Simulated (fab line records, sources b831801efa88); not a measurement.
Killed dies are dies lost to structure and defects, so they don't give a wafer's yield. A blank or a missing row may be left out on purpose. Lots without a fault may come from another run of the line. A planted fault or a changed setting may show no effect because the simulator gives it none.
One fault seen from 2 desks | flow gf180mcu | each desk has only its own numbers; what lay behind them comes last

THE METROLOGY DESK
What the gauges read, lot by lot, whatever tool the lot ran on: means of the sampled wafers that have a number. A lot is out of limits, marked OUT, if its mean lies more than 4 standard deviations from the usual mean; the brackets give that distance.
Columns: A = V5_W_RS at GF_V5_RS_MEAS_24, usual 0.328 ohm/sq; B = cd_nm at GF_TOP_METAL_CD_MEAS_14, usual 440.8 nm
lot  | first seen here | A     | B
L260 | day 27 04:25    | 0.328 | 438.5
L261 | day 27 12:50    | 0.328 | 434.3
L262 | day 28 03:01    | 0.330 | 441.6
L264 | day 28 19:13    | 0.327 | 440.5
L269 | day 30 06:38    | 0.333 | 442.2
L270 | day 30 10:08    | 0.327 | 436.2
L271 | day 30 12:48    | 0.328 | 444.1
L272 | day 31 04:11    | 0.324 | 438.5
L273 | day 31 07:04    | 0.327 | 439.5
L274 | day 31 11:57    | 0.325 | 438.8
L277 | day 32 05:41    | 0.326 | 444.6
L283 | day 33 15:16    | 0.335 | 443.2
This desk's finding: nothing out of limits on any of the 12 lots.

THE TOOL OWNER'S DESK: cmp-01
The tool's own readings at GF_V5_CMP_26 (polishes, stops on SiO2, t overpolish 15 s, target thk 0 nm): means of the sampled wafers that have a number, for each lot that ran on this tool. A lot is out of limits, marked OUT, if its mean lies more than 4 standard deviations from the usual mean; the brackets give that distance.
Columns: A = head_pressure_psi at GF_V5_CMP_26, usual 3.500 psi; B = motor_current_A at GF_V5_CMP_26, usual 10.7 A; C = overpolish_run_s at GF_V5_CMP_26, usual 15.000 s; D = time_to_endpoint_s at GF_V5_CMP_26, usual 86 s
lot  | first seen here | A     | B    | C                        | D
L261 | day 27 13:09    | 3.502 | 10.0 | 15.002                   | 88
L269 | day 30 06:50    | 3.495 | 10.4 | 15.013                   | 82
L270 | day 30 10:20    | 3.507 | 10.9 | 20.569 (+99 or more) OUT | 84
L271 | day 30 12:59    | 3.501 | 9.7  | 20.569 (+99 or more) OUT | 81
L283 | day 33 16:55    | 3.500 | 11.0 | 15.006                   | 83
This desk's finding: out of limits on L270, L271; first on L270, day 30 10:20 (overpolish_run_s at GF_V5_CMP_26). In limits: L261, L269, L283.

PUT TOGETHER
The tool owner's desk could have raised an alarm at day 30 10:20, on L270, L271.
The metrology desk saw nothing out of limits.
The metrology desk has L270, L271 on record, within its limits.
Of the lots named, all ran GF_V5_CMP_26 on cmp-01.

WHAT THE SIMULATOR HAD PUT IN
Process parameter drift: cmp-01, from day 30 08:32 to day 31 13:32, at GF_V5_CMP_26. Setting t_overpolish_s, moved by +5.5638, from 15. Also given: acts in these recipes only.
Lots struck among those shown: L270, L271.
Hours from the fault's start to each desk's first reading out of limits: the tool owner's desk, 2.
